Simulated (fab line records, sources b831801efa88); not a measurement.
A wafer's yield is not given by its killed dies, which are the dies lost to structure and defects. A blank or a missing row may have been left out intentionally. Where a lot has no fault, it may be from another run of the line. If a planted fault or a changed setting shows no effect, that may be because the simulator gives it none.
Struck lot and sound lot, side by side || flow sky130 || 15 out of 708 route steps
Sound: these wafers, L986.4, L986.5, L986.6. Wafers struck: L998.4, L998.5, L998.6. At the end, the cause is stated.
At each step with rows: each side's tool, then ch and its chambers, then its first start. Under that, the readings that differ: sound wafers || struck wafers || difference of the means || sigmas: that difference in standard deviations of wafers without a fault.
alike: readings whose means differ by less than 2 such deviations, and words and numbers that are the same on both sides. not compared: withheld readings, readings that some wafer has no value for, bounds like >300 that may hide the same value, and numbers for which the record gives no deviation and whose values overlap.
Wherever a step has rows on one side only, a row that says differs or no value, or a row with sigmas, the two part there. Numbers that have no deviation but don't overlap get no sigmas and don't part them. A reading missing from all wafers of one side parts the sides only when that side holds two or more wafers.

first, 1 step without rows for these wafers: SKY_VIA2_ETCH_15 (etches SiO2 in C4F8/O2/Ar, stops on TiN, target depth 546 nm, time 84 s).
SKY_VIA2_STRIP_16: strips in O2/N2.
  sound on plasma-asher-03 ch 0,1, day 37 07:14; struck on plasma-asher-03 ch 0,1, day 40 17:12
  alike: drypump-motor-current-A, oes-product-au, strip-time-to-endpoint-s
  not compared: rf-hours-counter-h
then, 3 steps without rows for these wafers: SKY_VIA2_STRIP_17 (strips in post etch residue remover, time 1200 s); SKY_VIA2_CLEAN_18 (cleans in IPA, time 180 s); SKY_VIA2_CLEAN_19 (cleans in O3/DIW).
SKY_VIA2_SPUTTER_20: material TiN, target thk 20 nm, time 80 s.
  sound: pvd-sputter-03 at day 37 07:48; struck: pvd-sputter-03 at day 40 17:46
  alike: cathode-dc-power-W, chamber-pressure-pa, throttle-valve-pct
SKY_VIA2_CVD_21: deposits W, target thk 420 nm, time 126.4 s.
  sound on cvd-w-01 ch 0,1, day 37 07:54; struck on cvd-w-02 ch 0,1, day 40 17:52
  alike: heater-power-w
SKY_VIA2_RS_MEAS_22: measurement is done with a four-point probe.
  sound: film-metro-02 at day 37 08:03; struck: film-metro-02 at day 40 18:01
  alike: VIA2_W_RS
SKY_VIA2_THK_MEAS_23: measures by xrf.
  sound: film-metro-02 at day 37 08:08; struck: film-metro-02 at day 40 18:06
  alike: VIA2_W_THK
then, 1 step without rows for these wafers: SKY_VIA2_CMP_24 (polishes, stops on SiO2, t overpolish 20 s, target thk 0 nm).
SKY_METAL3_SPUTTER_00: material Ti, target thk 15 nm, time 10 s.
  sound: pvd-sputter-02 at day 37 08:28; struck: pvd-sputter-04 at day 40 18:26
  alike: cathode-dc-power-W, chamber-pressure-pa, throttle-valve-pct
then, 1 step without rows for these wafers: SKY_METAL3_SPUTTER_01 (material TiN, target thk 20 nm, time 16.7 s).
SKY_METAL3_SPUTTER_02: material AlCu, target thk 735 nm, time 39.1 s.
  sound: pvd-sputter-02 at day 37 08:31; struck: pvd-sputter-04 at day 40 18:30
  no value came back on the struck wafers for cathode-dc-power-W (W), chamber-pressure-pa (Pa), throttle-valve-pct (%); on the sound wafers cathode-dc-power-W (W) reads 10601 10600 10598
SKY_METAL3_SPUTTER_03: material Ti, target thk 5 nm, time 3.3 s.
  sound: pvd-sputter-02 at day 37 08:34; struck: pvd-sputter-04 at day 40 18:32
  alike: cathode-dc-power-W, chamber-pressure-pa, throttle-valve-pct
-- the record jumps here: 9 days lie between the struck wafers' starts before and after (it left off in module METAL3 and takes up again in module PAD_OPEN, whose first step shown is number 708 of the route) --
SKY_PAD_OPEN_PROBE_99:
  record: rows for the struck wafers here (prober-01, day 49 07:22), none for the sound ones

## WHERE THEY PART
Earliest at SKY_METAL3_SPUTTER_02; latest, in this record, at SKY_PAD_OPEN_PROBE_99.

WHY: whatever the simulator had introduced
Step skipped in full: pvd-sputter-04, at SKY_METAL3_SPUTTER_02, from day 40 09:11 onward. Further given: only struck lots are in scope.
